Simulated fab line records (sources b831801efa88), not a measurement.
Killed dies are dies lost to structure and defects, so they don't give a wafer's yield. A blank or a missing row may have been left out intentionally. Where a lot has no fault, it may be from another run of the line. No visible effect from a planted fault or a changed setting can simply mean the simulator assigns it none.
Code-filled problem report in 8D (eight disciplines) form | flow gf180mcu | the parts of the form that need people (team, actions taken, sign-off) are left out

== 1. THE ISSUE ==
Across 3 wafers from 2 lots, V1_W_RS at GF_V1_RS_MEAS_24 averages 0.202 ohm/sq, while fault-free wafers read 0.326 ohm/sq with a standard deviation of 0.0049. Relative to the usual mean, that is a shift of -25 standard deviations.
The step: measures by four-point-probe.
First observed at day 23 03:32: wafer L789.4, on filmMetro-02. Wafers with a number at this step in the record: 30, from 10 lots. By rule, "out" or "out of limits" means more than 4 standard deviations away from the usual mean. All remaining wafers that have a number are taken as sound.

== 2. WHAT IT IS AND WHAT IT IS NOT ==
question                    | is                     | is not
which readings at this step | V1_W_RS                | -
which lots                  | L789, L793             | L776, L778, L782, L788, L790, L792, L798, L799
which wafers of those lots  | L789.4, L793.1, L793.3 | L789.1, L789.3, L793.4
read on which gauges        | filmMetro-02           | filmMetro-03, filmMetro-04
when                        | from day 23 03:32      | up to then (14 sound wafers); but 13 sound wafers of L790, L792, L793, L798, L799 came after

== 3. THE SUSPECTS, EACH WITH WHAT RULES IT OUT ==
Counting: if a tool at a process step up to the reading ran every lot that is out, it stays a suspect. Sound lots after the first of them don't rule it out here, since some wafers of a struck lot are sound.
- the gauge at GF_V1_RS_MEAS_24 is ruled out. All the wafers that are out were read on filmMetro-02, but those of them that GF_V1_CMP_26 has rows for are out there too, on other tools.
- rieMetal-01 at GF_M1_METAL_ETCH_16 (etches the open film in Cl2/BCl3, stops on SiO2, target depth 750.8 nm, time 125.1 s): kept. Ran every lot that is out, first one L789 (day 22 01:41); last sound lot up to then L782 (day 20 01:38).
- cvdW-02 at GF_V1_CVD_23 (deposits W, target thk 350 nm, time 105.05 s): kept. Ran every lot that is out, first one L789 (day 23 03:26); last sound lot up to then L788 (day 22 11:44).
- Within cvdW-02 at GF_V1_CVD_23, the wafers that are out were processed in chamber 0 and their sound lot-mates in chamber 1.
Left after counting: rieMetal-01 at GF_M1_METAL_ETCH_16, cvdW-02 at GF_V1_CVD_23.

== 4. THE CAUSE (what the simulator had put in) ==
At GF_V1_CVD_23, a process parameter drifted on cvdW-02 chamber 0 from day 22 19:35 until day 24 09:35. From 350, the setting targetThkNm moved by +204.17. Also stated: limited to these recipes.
Counting left 2 suspects, and this tool is among them.

== 5. THE CHAIN OF EFFECTS, in route order ==
One row per reading whose mean, taken over the struck wafers that have a number, lies over 3 standard deviations from the usual. Only readings for which the record gives a usual standard deviation are gone through. hours: the time from each lot's start at the first step in this table that gives one to its start at this step, as a median over the lots. sigmas: the change in usual standard deviations.
hours | step              | reading         | usual        | on struck wafers | change | sigmas
0     | GF_V1_RS_MEAS_24  | V1_W_RS         | 0.326 ohm/sq | 0.202            | -0.124 | -25
3     | GF_V1_THK_MEAS_25 | V1_W_THK        | 354 nm       | 565              | +211   | +33
6     | GF_V1_CMP_26      | timeToEndpointS | 85.3 s       | 136.4            | +51.1  | +20
Its process steps:
- GF_V1_CMP_26: polishes, stops on SiO2, t overpolish 15 s, target thk 0 nm.

== 6. HOW IT WOULD HAVE BEEN CAUGHT EARLIER ==
In this record the first reading out of limits at a measuring or inspecting step was taken at day 23 03:32, 8 hours after the fault began at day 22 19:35.
An alarm limit of 4 standard deviations would not have fired on the tool readings at GF_V1_CVD_23 for which the record gives a usual standard deviation, since none of them was out on any struck wafer.
Of the lots that are out (2), L793 began GF_V1_CVD_23 on cvdW-02 after day 23 03:32. A tool hold placed at that time would have kept it from harm.
